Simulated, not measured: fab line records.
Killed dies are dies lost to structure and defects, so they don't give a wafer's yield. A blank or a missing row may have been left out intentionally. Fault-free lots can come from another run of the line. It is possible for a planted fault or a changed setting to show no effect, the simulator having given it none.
Matching of chambers -- flow gf180mcu -- GF_PASSIVATION_CVD_00 on pecvd-01: 3 sister chambers
The step deposits SiO2 from TEOS, target thk 1000 nm, time 111.95 s. 14 wafers are shown with their chamber, then 7 later ones without.

## WAFERS WITH THEIR CHAMBER
wafer,chamber,heaterPowerW (W),susceptorTempC (C)
L101.1,1,596,400.00
L101.3,2,595,400.23
L101.5,1,637,399.90
L106.1,1,657,399.65
L106.3,0,688,400.39
L106.4,2,616,400.51
L107.2,0,759,400.21
L107.4,1,659,400.54
L107.6,2,654,400.34
L108.3,1,679,400.14
L108.5,2,647,400.00
L108.6,1,543,400.36
L111.2,1,638,400.00
L111.5,0,712,399.72

SIGNATURES, as means of the wafers listed above
reading,chamber 0,chamber 1,chamber 2,scatter within a chamber
heaterPowerW,719.67,629.86,628.00,40.1
susceptorTempC,400.1067,400.0843,400.2700,0.286
Rule: a wafer lies at a distance from a chamber equal to the root of the sum of squares, over the readings, of (its reading less the chamber's mean, divided by the reading's scatter). The wafer belongs to the nearest chamber; if the next one is less than 2 further off, it can't be placed. The scatter: take each reading less its chamber's mean, square it, sum over the shown wafers, divide by the number of wafers less the number of chambers, and take the root.

## WAFERS WITH NO CHAMBER GIVEN
wafer,heaterPowerW (W),susceptorTempC (C)
L111.6,590,400.11
L115.3,549,399.64
L115.4,541,399.93
L115.6,602,399.73
L119.1,645,399.75
L119.5,753,400.15
L119.6,675,399.82

## WHICH CHAMBER EACH WENT THROUGH
wafer,from the rows above,in truth
L111.6,can't be placed: 1 or 2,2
L115.3,can't be placed: 1 or 2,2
L115.4,can't be placed: 1 or 2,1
L115.6,can't be placed: 1 or 2 or 0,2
L119.1,can't be placed: 1 or 2 or 0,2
L119.5,0,0
L119.6,can't be placed: 1 or 0 or 2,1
Correct placement for 1 of the 7. Unplaceable from these rows: 6, with the true chamber sitting among the candidates in 6. Placed wrongly: 0.
